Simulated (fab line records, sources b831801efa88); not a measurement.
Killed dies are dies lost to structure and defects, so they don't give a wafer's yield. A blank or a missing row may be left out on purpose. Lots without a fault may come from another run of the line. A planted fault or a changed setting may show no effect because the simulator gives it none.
fab line records | flow sky130
record lots=4 wafers=12 last_day=49
route steps=708 shown SONOS_TUNNEL@160 SONOS_ONO@168 GATE_OXIDE@187 PAD_OPEN@708
lots that met no fault: from a run of the same line without faults
start_h: hours from the record's first day to the start of the lot's first wafer shown | wait_h: hours since the lot's step before | " the same as in the row above | L1.1+2: a row that stands for several wafers | - no value, or no start given | * or withheld: withheld | < > ~ a bound
route shown NAME@n: a module of which the file shows steps, and the number in the route of the first | usual: mean/standard deviation of fault-free wafers | same: alike in all rows | chamber/n: place in a boat | sites: the reading at each site | _std_site: their standard deviation | _edge_site: outer sites' mean less inner sites' | radius_mm: how far each site lies from the wafer's centre | mask NAME#n: copy n | behind: the tool/chamber that last shaped the wafer | hold: why the lot was held/for how many hours/how that ended | device: the transistor (n, p or np) that didn't switch | end of line: the same wafers' tests at the end of the route | a step without rows: its recipe alone | killed: dies lost to structure and defects at the first sort, not the wafer's yield | map: a wafer's dies, x killed, . not, _ none there
set.NAME: the setting as run; set.NAME@STEP: as run at that earlier step | model.NAME: the simulator's own value behind a step, which no gauge read
lots at some steps of the route; a table a step, a row a wafer
services: from which hour (start_h, from the record's first day; less than 0 if before it) a tool's chamber was out of use, for how many hours, and why
## steps
# step SKY_SONOS_TUNNEL_DEVELOP_06
# recipe resist=NOVOLAK developer=TMAH develop_time_s=60 dev_temp_c=23
# step SKY_SONOS_TUNNEL_IMPLANT_09
# recipe species=B energy_kev=20 dose_cm2=1e+12 tilt_deg=withheld
# step SKY_SONOS_TUNNEL_WET_ETCH_10
# recipe chemistry=dHF target_depth_nm=14 target=SiO2 dilution=100:1 temp_c=25 time_s=280
# step SKY_SONOS_TUNNEL_STRIP_11
# recipe chemistry=SPM time_s=600 temp_c=130
# step SKY_SONOS_TUNNEL_CLEAN_13
# recipe chemistry=dHF time_s=20 dilution=100:1 dry=ipa_marangoni
# step SKY_SONOS_ONO_OXIDATION_00
# recipe temp_c=800 ambient=O2 idle_temp_c=700 ramp_up_c_per_min=10 ramp_down_c_per_min=3 stabilise_s=600 purge_s=300 target_thk_a=26 ox_time_s=1249
# step SKY_SONOS_ONO_CVD_02
# recipe material=Si3N4 precursor=DCS/NH3 target_thk_nm=10.5 temp_c=770 time_s=180 pressure_mtorr=250
# step SKY_SONOS_ONO_CVD_04
# recipe material=SiO2 precursor=SiH4/N2O target_thk_nm=5.7199 temp_c=900 pressure_mtorr=400
# usual spike_tc_centre_C=898.6/1.6
# columns lot.wafer tool chamber start_h wait_h spike_tc_centre_C model.SiO2_of_SONOS_ONO_CVD_04.thk_nm
L384.1 lpcvd-03 1 297.60 0.1 895.4 5.872
L384.3 " 1 " " 897.2 5.895
L384.4 " 1 " " 899.1 5.758
L389.2 lpcvd-03 1 336.53 0.0 897.3 3.935
L389.3 " 1 " " 896.8 3.88
L389.6 " 1 " " 898.1 3.938
L390.3 lpcvd-03 1 350.23 0.0 898.0 3.868
L390.5 " 1 " " 898.7 3.899
L390.6 " 1 " " 898.3 3.862
L398.1 lpcvd-03 1 421.58 8.9 897.7 5.815
L398.3 " 1 " " 897.3 5.726
L398.5 " 1 " " 899.1 5.908
# step SKY_SONOS_ONO_THK_MEAS_05
# recipe reads=SiO2_of_SONOS_ONO_CVD_04
# usual SONOS_ONO_CVD_04_THK=5.79/0.095
# columns lot.wafer tool chamber start_h wait_h hold SONOS_ONO_CVD_04_THK[nm]
L384.1 film_metro-03 - 298.85 0.0 - 5.88
L384.3 " - " " - 5.93
L384.4 " - " " - 5.76
L389.2 film_metro-03 - 337.79 0.0 await_dispo/0.2h/release 3.93
L389.3 " - " " await_dispo/0.2h/release 3.94
L389.6 " - " " await_dispo/0.2h/release 3.92
L389.2 film_metro-03 - 338.01 0.2 - 3.94
L389.3 " - " " - 3.91
L389.6 " - " " - 3.92
L390.3 film_metro-03 - 351.50 0.0 await_dispo/0.2h/release 3.82
L390.5 " - " " await_dispo/0.2h/release 3.89
L390.6 " - " " await_dispo/0.2h/release 3.84
L390.3 film_metro-03 - 351.72 0.2 - 3.90
L390.5 " - " " - 3.93
L390.6 " - " " - 3.86
L398.1 film_metro-04 - 422.83 0.0 - 5.78
L398.3 " - " " - 5.71
L398.5 " - " " - 5.87
# step SKY_SONOS_ONO_HMDS_07
# recipe prime_time_s=60 prime_temp_c=120
# step SKY_SONOS_ONO_COAT_08
# recipe resist=NOVOLAK spin_rpm=3000 resist_thk_nm=1140
# step SKY_SONOS_ONO_SOFTBAKE_09
# recipe temp_c=90 time_s=60 resist=NOVOLAK
# step SKY_SONOS_ONO_EXPOSE_10
# recipe mask_id=ONOM target_cd_nm=410 na=0.6 source_shape=conventional sigma_outer=0.6 dose_mj=150
# step SKY_SONOS_ONO_PEB_11
# recipe temp_c=withheld time_s=* resist=NOVOLAK
# step SKY_SONOS_ONO_DEVELOP_12
# recipe develop_time_s=60 dev_temp_c=23
# step SKY_SONOS_ONO_ETCH_15
# recipe target_depth_nm=19.52 chemistry=CHF3/O2 source_w=600 bias_w=200 pressure_mtorr=40 chf3_flow_sccm=50 O2_flow_sccm=5 time_s=7.8
# step SKY_SONOS_ONO_WET_ETCH_16
# recipe chemistry=dHF target_depth_nm=14 dry=n2_spin target=SiO2 dilution=100:1 temp_c=25 time_s=280
# step SKY_SONOS_ONO_STRIP_17
# recipe chemistry=O2/N2 power_w=1400 pressure_mtorr=1500 platen_temp_c=withheld o2_flow_sccm=3000 n2_flow_sccm=300 overash_fraction=0.5
# step SKY_SONOS_ONO_WET_ETCH_18
# recipe chemistry=H3PO4 target_depth_nm=15 target=Si3N4 temp_c=160 time_s=172
# step SKY_GATE_OXIDE_CLEAN_00
# recipe chemistry=SC1/SC2 mix=1:4:20 temp_c=70 time_s=150 dry=n2_spin
# step SKY_GATE_OXIDE_OXIDATION_01
# recipe temp_c=900 ambient=O2 stabilise_s=600 purge_s=300 target_thk_a=102.68 ox_time_s=1473
# step SKY_GATE_OXIDE_DEHYDRATE_03
# recipe temp_c=200 time_s=60
# step SKY_GATE_OXIDE_HMDS_04
# recipe prime_time_s=60 prime_temp_c=120
# step SKY_GATE_OXIDE_COAT_05
# recipe resist=NOVOLAK spin_rpm=3000 resist_thk_nm=1140
# step SKY_GATE_OXIDE_SOFTBAKE_06
# recipe temp_c=90 time_s=60 resist=NOVOLAK
# step SKY_GATE_OXIDE_EXPOSE_07
# recipe mask_id=LVOM na=0.6 source_shape=conventional sigma_outer=0.6 polarization=unpolarized target_cd_nm=600 dose_mj=170
# step SKY_GATE_OXIDE_PEB_08
# recipe temp_c=withheld time_s=* resist=NOVOLAK
# step SKY_GATE_OXIDE_DEVELOP_09
# recipe resist=NOVOLAK developer=TMAH develop_time_s=60 dev_temp_c=23
# step SKY_GATE_OXIDE_IMPLANT_11
# recipe species=B energy_kev=10 dose_cm2=2.6e+12 tilt_deg=withheld
# step SKY_GATE_OXIDE_WET_ETCH_12
# recipe chemistry=dHF target_depth_nm=16.8 dry=n2_spin target=SiO2 dilution=100:1 temp_c=25 time_s=336
# step SKY_GATE_OXIDE_STRIP_13
# recipe chemistry=O2/N2 power_w=1400 pressure_mtorr=1500 platen_temp_c=withheld o2_flow_sccm=3000 n2_flow_sccm=300 overash_fraction=0.5
# step SKY_GATE_OXIDE_CLEAN_15
# recipe chemistry=SC1/SC2 mix=1:4:20 temp_c=70 time_s=150 dry=n2_spin
# columns lot.wafer tool chamber start_h wait_h model.SiO2_of_SONOS_ONO_CVD_04.thk_nm
L384.1 wet_bench-02 3 354.64 0.1 4.365
L384.3 " 3 " " 4.389
L384.4 " 3 " " 4.254
L389.2 wet_bench-02 0 397.00 0.0 2.392
L389.3 " 0 " " 2.346
L389.6 " 0 " " 2.399
L390.3 wet_bench-04 2 411.55 0.0 2.351
L390.5 " 2 " " 2.376
L390.6 " 2 " " 2.345
L398.1 wet_bench-02 0 485.71 0.1 4.301
L398.3 " 0 " " 4.209
L398.5 " 0 " " 4.393
# step SKY_PAD_OPEN_PROBE_99
# usual killed_at_M0_to_M3=43/6.7 killed_at_M4_up=3.0/1.9 killed_at_contacts=25/5.4 killed_at_front_end=16/4.5 killed_at_other=0.4/0.62 killed_dies=87/9.6 killed_open=47/7 killed_short=39/6.1
# same gross_dies=492 killed_at_back_side=0
# columns lot.wafer tool chamber start_h wait_h killed_at_M0_to_M3 killed_at_M4_up killed_at_contacts killed_at_front_end killed_at_other killed_dies killed_open killed_short model.etest.sonos_uncharged.r_on_ohm_um model.etest.sonos_erased.drive_ua_um model.etest.cap_ono.gate_log10_a_cm2 model.etest.cap_ono.gate_bv_v model.etest.cap_ono.tox_acc_nm model.etest.sonos_programmed.vt_v model.etest.sonos_baked.vt_v model.etest.sonos_erased.vt_v
L384.1 prober-01 - 1107.36 0.1 45 3 33 10 0 91 50 41 824.5 206.1 -8.017 16.2 12.88 1.459 0.9516 -2.327
L384.3 prober-01 - 1107.46 0.2 42 3 29 21 0 95 53 42 828.3 207.3 -7.96 16.35 12.86 1.472 0.9426 -2.343
L384.4 prober-01 - 1107.51 0.2 60 5 32 10 0 107 62 45 826.4 173.9 -7.937 16.4 12.85 1.493 0.9672 -2.286
L389.2 prober-02 - 1137.43 0.1 46 5 23 9 0 83 51 32 752.6 211.3 -5.653 14.54 11.08 1.925 1.286 -2.424
L389.3 prober-02 - 1137.48 0.2 47 1 25 14 1 88 48 40 749.8 232.5 -5.609 14.09 11.02 1.974 1.292 -2.416
L389.6 prober-02 - 1137.63 0.2 56 2 23 9 0 90 48 41 742.6 251.3 -5.6 14.29 11.03 1.928 1.275 -2.493
L390.3 prober-01 - 1147.92 0.2 39 3 19 25 0 86 47 37 741 223 -5.346 14.46 10.87 1.936 1.301 -2.458
L390.5 prober-01 - 1148.02 0.2 49 6 16 16 0 87 57 28 740.9 234.9 -5.431 13.65 10.91 1.961 1.284 -2.476
L390.6 prober-01 - 1148.07 0.2 53 2 19 27 0 101 60 38 749.6 228.2 -5.369 14.45 10.84 1.951 1.259 -2.459
L398.1 prober-02 - 1187.34 0.1 39 0 25 14 1 79 42 36 827.6 201.6 -8.033 16.47 12.97 1.429 0.9388 -2.277
L398.3 prober-02 - 1187.44 0.2 48 4 26 13 0 91 54 37 816.7 224.2 -7.976 16.33 12.96 1.46 1.041 -2.317
L398.5 prober-02 - 1187.54 0.2 35 1 29 13 1 79 46 32 830 163.3 -8.126 16.51 13.01 1.398 0.8902 -2.193
# killed by level:class
L384.1 VIA1:geometric_particle:open=15 LI_CONTACT:geometric_particle:open=10 CONTACT:geometric_particle:short=6 CONTACT:geometric_particle:open=6 LI_CONTACT:geometric_particle:short=5 METAL2:geometric_particle:short=5 VIA3:geometric_particle:short=5 VIA3:geometric_particle:open=5
L384.3 CONTACT:geometric_particle:open=12 LOCAL_INTERCONNECT:geometric_particle:short=7 VIA2:geometric_particle:open=7 VIA3:geometric_particle:open=7 FIELD_ISO:geometric_particle:short=6 VIA1:geometric_particle:open=6 METAL2:geometric_particle:short=6 VIA2:geometric_particle:short=6
L384.4 VIA1:geometric_particle:open=19 CONTACT:geometric_particle:open=13 VIA2:geometric_particle:open=8 LI_CONTACT:geometric_particle:open=7 CONTACT:geometric_particle:short=7 METAL1:geometric_particle:short=7 METAL2:geometric_particle:short=5 VIA1:geometric_particle:short=5
L389.2 LI_CONTACT:geometric_particle:open=11 VIA1:geometric_particle:open=10 VIA3:geometric_particle:open=10 VIA2:geometric_particle:open=8 VIA1:geometric_particle:short=5 METAL2:geometric_particle:short=5 CONTACT:geometric_particle:open=4 LOCAL_INTERCONNECT:geometric_particle:short=4
L389.3 VIA1:geometric_particle:open=9 VIA2:geometric_particle:open=8 CONTACT:geometric_particle:open=7 VIA3:geometric_particle:open=7 CONTACT:geometric_particle:short=6 VIA1:geometric_particle:short=6 LI_CONTACT:geometric_particle:open=5 METAL2:geometric_particle:short=5
L389.6 VIA1:geometric_particle:open=17 CONTACT:geometric_particle:short=9 METAL2:geometric_particle:short=9 VIA3:geometric_particle:open=9 VIA2:geometric_particle:open=7 LI_CONTACT:geometric_particle:short=5 CONTACT:geometric_particle:open=4 POLY_GATE:geometric_particle:open=3
L390.3 POLY_GATE:geometric_particle:short=10 VIA1:geometric_particle:open=9 VIA2:geometric_particle:open=8 CONTACT:geometric_particle:open=7 POLY_GATE:geometric_particle:open=6 LI_CONTACT:geometric_particle:open=6 VIA2:geometric_particle:short=5 VIA3:geometric_particle:open=5
L390.5 VIA1:geometric_particle:open=18 VIA2:geometric_particle:open=8 VIA3:geometric_particle:open=8 CONTACT:geometric_particle:open=5 VIA2:geometric_particle:short=4 POLY_GATE:geometric_particle:open=4 LI_CONTACT:geometric_particle:short=4 POLY_GATE:geometric_particle:short=3
L390.6 VIA1:geometric_particle:open=12 VIA2:geometric_particle:open=12 CONTACT:geometric_particle:open=11 VIA3:geometric_particle:open=8 FIELD_ISO:geometric_particle:open=7 METAL2:geometric_particle:short=6 METAL1:geometric_particle:short=5 FIELD_ISO:geometric_particle:short=4
L398.1 CONTACT:geometric_particle:open=10 POLY_GATE:geometric_particle:open=8 METAL2:geometric_particle:short=8 VIA2:geometric_particle:open=7 CONTACT:geometric_particle:short=5 VIA1:geometric_particle:open=5 VIA3:geometric_particle:short=5 VIA3:geometric_particle:open=5
L398.3 VIA1:geometric_particle:open=13 CONTACT:geometric_particle:open=12 VIA2:geometric_particle:open=7 VIA2:geometric_particle:short=7 LI_CONTACT:geometric_particle:open=6 VIA1:geometric_particle:short=6 POLY_GATE:geometric_particle:open=5 LI_CONTACT:geometric_particle:short=4
L398.5 CONTACT:geometric_particle:open=11 LI_CONTACT:geometric_particle:open=8 VIA1:geometric_particle:open=8 VIA3:geometric_particle:open=5 CONTACT:geometric_particle:short=5 METAL1:geometric_particle:short=5 VIA1:geometric_particle:short=4 METAL2:geometric_particle:short=4
## services
# columns tool chamber start_h hours kind
lpcvd-03 - 400.98 14.6 pm
lpcvd-03 - 415.58 6.0 pm
wet_bench-04 - 418.85 1.2 repair
## key
first_sign step=SKY_SONOS_ONO_THK_MEAS_05 reading=visit direction=added
effect step=SKY_SONOS_ONO_THK_MEAS_05 reading=SONOS_ONO_CVD_04_THK direction=down sigmas=20 usual=5.79 struck=3.89
model_effect step=SKY_SONOS_ONO_CVD_04 value=SiO2_of_SONOS_ONO_CVD_04.thk_nm without=5.806 struck=3.897
model_effect step=SKY_GATE_OXIDE_CLEAN_15 value=SiO2_of_SONOS_ONO_CVD_04.thk_nm without=4.277 struck=2.368
model_effect step=SKY_PAD_OPEN_PROBE_99 value=etest.sonos_uncharged.r_on_ohm_um without=811.8 struck=746.1
met_at SKY_SONOS_ONO_CVD_04
struck_wafers L389.2,L389.3,L389.6,L390.3,L390.5,L390.6
tester_left_out L389,L390
onset_between 297.60 336.53
fault kind=process_parameter_drift tool=lpcvd-03 chamber=1 onset_h=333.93 steps=SKY_SONOS_ONO_CVD_04 channel=target_thk_nm offset=-1.9085 shape=step end_h=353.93 stated=5.7199
# tester_left_out: of these lots the tester's yield and bins aren't shown, on N5 and GAA mostly nor the transistor test; their killed dies are dies lost to structure and defects alone, not to doping, threshold or leakage, so they don't give the yield
